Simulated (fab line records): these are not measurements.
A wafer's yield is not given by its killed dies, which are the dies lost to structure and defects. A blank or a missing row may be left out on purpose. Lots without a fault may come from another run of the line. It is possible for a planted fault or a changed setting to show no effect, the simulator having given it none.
Which tool is to blame? | flow gf180mcu | 12 lots, 36 wafers sampled, at 6 steps of a route of 602

## WHAT THE GAUGES READ, wafer by wafer
GF_LVPWELL_OVL_MEAS_07.
lot  | measured    | on         | LVPWELL_OVL (nm)
L564 | day 3 20:02 | overlay-01 | -2.1 -1.4 -3.3
L565 | day 4 01:17 | overlay-02 | -0.3 -1.0 -0.8
L566 | day 4 11:04 | overlay-02 | -1.0 -1.5 0.0
L567 | day 4 14:29 | overlay-01 | 3.6 0.3 1.5
L570 | day 5 09:25 | overlay-01 | 4.0 3.2 3.2
L571 | day 5 12:13 | overlay-02 | -2.4 -1.0 -0.8
L574 | day 6 05:32 | overlay-02 | 1.2 2.2 0.9
L578 | day 7 04:52 | overlay-02 | 1.2 0.8 1.0
L579 | day 7 11:14 | overlay-01 | 2.2 3.7 0.8
L582 | day 8 04:17 | overlay-02 | -1.7 -1.4 -2.3
L586 | day 9 03:40 | overlay-01 | 2.8 2.1 2.4
L587 | day 9 12:22 | overlay-02 | 2.3 1.6 0.0

GF_MVSD_TW_MEAS_11.
lot  | measured     | on            | MVSD_TW
L564 | day 4 10:24  | film-metro-01 | 1551 1554 1557
L565 | day 4 16:19  | film-metro-01 | 1556 1553 1551
L566 | day 5 02:06  | film-metro-02 | 1569 1569 1576
L567 | day 5 04:49  | film-metro-04 | 1588 1575 1576
L570 | day 6 01:37  | film-metro-04 | 1581 1585 1578
L571 | day 6 04:20  | film-metro-04 | 1590 1587 1591
L574 | day 6 21:26  | film-metro-01 | 1305 1305 1309 1310 1303 1307
L578 | day 7 20:58  | film-metro-04 | 1326 1325 1329 1336 1323 1324
L579 | day 8 04:39  | film-metro-02 | 1317 1321 1333 1326 1323 1317
L582 | day 8 22:13  | film-metro-01 | 1567 1564 1562
L586 | day 9 21:19  | film-metro-01 | 1562 1563 1559
L587 | day 10 06:51 | film-metro-01 | 1553 1552 1560

GF_MVPSD_TW_MEAS_11.
lot  | measured     | on            | MVPSD_TW
L564 | day 5 00:27  | film-metro-04 | 555 557 555
L565 | day 5 06:35  | film-metro-01 | 547 544 546
L566 | day 5 16:57  | film-metro-04 | 559 555 557
L567 | day 5 20:20  | film-metro-04 | 552 554 552
L570 | day 6 16:32  | film-metro-04 | 558 557 553
L571 | day 6 19:09  | film-metro-04 | 555 557 557
L574 | day 7 13:12  | film-metro-02 | 553 552 550
L578 | day 8 13:51  | film-metro-01 | 550 545 550
L579 | day 8 21:51  | film-metro-04 | 554 555 553
L582 | day 9 15:58  | film-metro-01 | 548 547 546
L586 | day 10 15:34 | film-metro-04 | 555 560 556
L587 | day 11 01:27 | film-metro-04 | 559 556 556

GF_VT_IMPLANT_RS_MEAS_46: the measuring method here is four-point-probe.
lot  | measured     | on            | MVSD_RS (ohm/sq)
L564 | day 7 13:20  | film-metro-01 | 456.2 456.2 456.7
L565 | day 7 20:42  | film-metro-01 | 456.5 456.5 456.8
L566 | day 8 07:04  | film-metro-04 | 454.7 455.0 455.1
L567 | day 8 11:29  | film-metro-02 | 459.2 460.4 459.9
L570 | day 9 10:16  | film-metro-04 | 456.5 456.1 456.2
L571 | day 9 14:01  | film-metro-01 | 456.2 456.4 456.4
L574 | day 10 10:47 | film-metro-01 | 637.2 638.6 637.2 635.4 637.4 637.6
L578 | day 11 14:20 | film-metro-04 | 640.3 640.0 640.9 639.4 640.8 641.7
L579 | day 11 23:29 | film-metro-01 | 635.0 634.0 631.8 634.6 633.7 632.1
L582 | day 12 19:51 | film-metro-04 | 456.1 455.2 456.2
L586 | day 13 23:17 | film-metro-02 | 456.8 458.0 456.7
L587 | day 14 09:02 | film-metro-04 | 456.7 457.9 457.8

## WHICH TOOL RAN EACH LOT (tool, then ch and the chambers of the sampled wafers, then the start)
lot  | GF_STI_STRIP_15                     | GF_MVSD_IMPLANT_08
L564 | plasma-asher-04 ch 0,1, day 2 00:47 | implanter-04 ch 0, day 4 10:01
L565 | plasma-asher-04 ch 0,1, day 2 07:10 | implanter-02 ch 0, day 4 15:56
L566 | plasma-asher-02 ch 0,1, day 2 14:26 | implanter-02 ch 0, day 5 01:42
L567 | plasma-asher-01 ch 0,1, day 2 17:20 | implanter-04 ch 0, day 5 04:28
L570 | plasma-asher-04 ch 0,1, day 3 08:32 | implanter-04 ch 0, day 6 01:14
L571 | plasma-asher-01 ch 0,1, day 3 13:43 | implanter-02 ch 0, day 6 03:56
L574 | plasma-asher-04 ch 0,1, day 4 06:14 | implanter-04 ch 0, day 6 21:02
L578 | plasma-asher-02 ch 0,1, day 5 02:02 | implanter-04 ch 0, day 7 20:35
L579 | plasma-asher-04 ch 0,1, day 5 07:53 | implanter-04 ch 0, day 8 04:16
L582 | plasma-asher-02 ch 0,1, day 5 21:58 | implanter-02 ch 0, day 8 21:50
L586 | plasma-asher-01 ch 0,1, day 6 21:02 | implanter-02 ch 0, day 9 20:56
L587 | plasma-asher-04 ch 0,1, day 7 01:23 | implanter-04 ch 0, day 10 06:28
- GF_STI_STRIP_15: strips in O2/N2.
- GF_MVSD_IMPLANT_08

## AS READ BY THE TOOLS THEMSELVES (means over the sampled wafers that have a number; for cases with no such wafer, the mark the record gives instead)
GF_STI_STRIP_15.
lot  | tool            | drypump-motor-current-A (A) | heater-power-w (W) | oes-product-au (a.u.) | platen-temp-c (C) | strip-time-to-endpoint-s (s)
L564 | plasma-asher-04 | 5.46                        | 356                | 0.377                 | 249.81            | 3.65
L565 | plasma-asher-04 | 5.45                        | 362                | 0.384                 | 250.02            | 3.70
L566 | plasma-asher-02 | 5.23                        | 294                | 0.391                 | 250.15            | 3.77
L567 | plasma-asher-01 | 5.52                        | 345                | 0.385                 | 249.89            | 3.73
L570 | plasma-asher-04 | 5.27                        | 410                | 0.386                 | 249.81            | 3.71
L571 | plasma-asher-01 | 5.53                        | 342                | 0.385                 | 249.89            | 3.75
L574 | plasma-asher-04 | 5.47                        | 360                | 0.384                 | 250.09            | 3.73
L578 | plasma-asher-02 | 5.28                        | 291                | 0.385                 | 250.01            | 3.71
L579 | plasma-asher-04 | 5.26                        | 409                | 0.386                 | 250.08            | 3.72
L582 | plasma-asher-02 | 5.34                        | 308                | 0.383                 | 249.99            | 3.72
L586 | plasma-asher-01 | 5.51                        | 340                | 0.389                 | 250.22            | 3.76
L587 | plasma-asher-04 | 5.27                        | 402                | 0.382                 | 250.11            | 3.69

GF_MVSD_IMPLANT_08.
lot  | tool         | dose-ions-cm2 | faraday-current-uA
L564 | implanter-04 | 1.5988e+13    | 89.6
L565 | implanter-02 | 1.6010e+13    | 90.7
L566 | implanter-02 | 1.5992e+13    | 89.6
L567 | implanter-04 | 1.5995e+13    | 90.2
L570 | implanter-04 | 1.6008e+13    | 88.9
L571 | implanter-02 | 1.6002e+13    | 91.0
L574 | implanter-04 | 8.1610e+12    | 46.6
L578 | implanter-04 | 8.1430e+12    | 45.3
L579 | implanter-04 | 8.1487e+12    | 46.0
L582 | implanter-02 | 1.6005e+13    | 90.9
L586 | implanter-02 | 1.5991e+13    | 89.3
L587 | implanter-04 | 1.6013e+13    | 91.1

## THE ANSWER, worked out from the rows above alone
Rule: the usual values come from the lots themselves. The widest of any qualifying gaps counts: lots, ordered by their means at a reading, are off when they make up no more than a third of the lots, leave a main group of 4 or more, and stand apart from it by 3 or more times the standard deviation of that group's means. A main group is skipped when, at the precision printed for the reading in the tables above, its means are all equal. Also off: a lot with no number at a reading for which 4 or more lots have one. All remaining lots with rows at the step are treated as sound. The gauges are gone through in route order, then the tools' own readings, and for those a lot's mean is taken as printed above. At the first step where some lot is off, the reading lying furthest off is the one used; lots without a number count as furthest.
Off: at GF_MVSD_TW_MEAS_11 (MVSD_TW), L574, L578, L579. Mean 1568 and standard deviation 13 in the main group.
If a tool, at a process step before that reading, ran all the lots that are off and no sound lot after the first of them, it fits. The gauges at GF_MVSD_TW_MEAS_11 aren't tried: what is off there is off at GF_MVSD_IMPLANT_08 too, on other tools, and a gauge's error can't cause that. Of those tried, none fits.

## WHAT WAS PUT IN BY THE SIMULATOR
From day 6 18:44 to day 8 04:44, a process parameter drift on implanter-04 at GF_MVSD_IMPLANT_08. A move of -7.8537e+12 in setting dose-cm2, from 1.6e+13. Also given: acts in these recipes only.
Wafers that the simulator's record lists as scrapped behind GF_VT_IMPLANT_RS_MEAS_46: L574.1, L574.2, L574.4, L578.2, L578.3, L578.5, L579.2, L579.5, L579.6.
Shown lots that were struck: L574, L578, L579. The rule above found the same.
